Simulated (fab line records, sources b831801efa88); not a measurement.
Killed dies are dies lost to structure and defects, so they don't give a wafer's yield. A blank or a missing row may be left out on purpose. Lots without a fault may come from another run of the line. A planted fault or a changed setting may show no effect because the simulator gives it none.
Problem report in the 8D (eight disciplines) form, filled by code | flow sfq_line | the parts of the form that need people (team, actions taken, sign-off) are left out

1. THE PROBLEM
M1_NB_RS at SFQ_M1_RS_MEAS_909 reads a mean of 0.942 ohm/sq on 2 wafers of 2 lots; wafers without a fault read 0.893 ohm/sq with a standard deviation of 0.01. That is +4.9 standard deviations from the usual mean.
The step: measures by four-point-probe.
First seen on wafer L809.1, day 26 04:59, on film_metro-02. The record holds 41 wafers of 14 lots with a number at this step. Rule for "out", or "out of limits": more than 4 standard deviations from the usual mean. The other wafers with a number count as sound.

2. WHAT IT IS AND WHAT IT IS NOT
question                    | is                           | is not
which readings at this step | M1_NB_RS                     | -
which lots                  | L809, L810                   | L790, L791, L793, L794, L795, L796, L797, L798, L799, L800, L811, L813
which wafers of those lots  | L809.1, L810.5               | L809.3, L809.4, L810.6
read on which gauges        | film_metro-02, film_metro-04 | film_metro-03
when                        | from day 26 04:59            | up to then (32 sound wafers); but 7 sound wafers of L810, L811, L813 came after

3. SUSPECTS, AND WHAT RULES EACH OUT
Counting: a tool at a process step up to the reading stays a suspect if it ran every lot that is out. Sound lots after the first of them don't rule it out here, since some wafers of a struck lot are sound.
- the gauge at SFQ_M1_RS_MEAS_909: ruled out. The wafers that are out were read on 2 gauges (film_metro-02, film_metro-04).
- pvd_sputter-03 at SFQ_TRILAYER_M1_DEP_SPUTTER_037 (material Nb, target thk 200 nm, time 133.3 s): kept. It ran every lot that is out, first L809 (day 26 04:54); its last sound lot up to then is L799 (day 22 08:58).
Left after counting: pvd_sputter-03 at SFQ_TRILAYER_M1_DEP_SPUTTER_037.

4. THE CAUSE (what the simulator had put in)
Process parameter drift: pvd_sputter-03, from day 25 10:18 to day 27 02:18, at SFQ_TRILAYER_M1_DEP_SPUTTER_037. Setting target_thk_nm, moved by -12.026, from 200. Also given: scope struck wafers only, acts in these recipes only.
Counting left only this tool.

5. THE CHAIN OF EFFECTS, in route order
Each row: a reading whose mean over the struck wafers that have a number lies more than 3 standard deviations from the usual. Only readings for which the record gives a usual standard deviation are gone through. hours: the time from each lot's start at the first step in this table that gives one to its start at this step, as a median over the lots. sigmas: the change in usual standard deviations.
hours | step                                | reading        | usual        | on struck wafers | change | sigmas
0     | SFQ_M1_RS_MEAS_909                  | M1_NB_RS       | 0.893 ohm/sq | 0.942            | +0.049 | +4.9
159   | SFQ_TRILAYER_M1_ETCH_METAL_ETCH_042 | oes_product_au | 0.892 a.u.   | 0.867            | -0.025 | -3.5
The process steps in it:
- SFQ_TRILAYER_M1_ETCH_METAL_ETCH_042: etches Nb in Cl2/Ar, stops on SiO2, target depth 240 nm, time 120 s.
Later measuring or inspecting steps at which every struck wafer that the step has a row for has a number for every such reading, and none has moved that far: SFQ_M2_RS_MEAS_914.

6. WHAT WOULD HAVE CAUGHT IT SOONER
In this record the first reading out of limits at a measuring or inspecting step was taken at day 26 04:59, 19 hours after the fault began at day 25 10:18.
Of the tool readings at SFQ_TRILAYER_M1_DEP_SPUTTER_037 for which the record gives a usual standard deviation, none was out on any struck wafer, so an alarm limit of 4 standard deviations on them would not have fired.
Of the lots that are out (2), L810 began SFQ_TRILAYER_M1_DEP_SPUTTER_037 on pvd_sputter-03 after day 26 04:59. A hold on the tool at that time would have spared it.
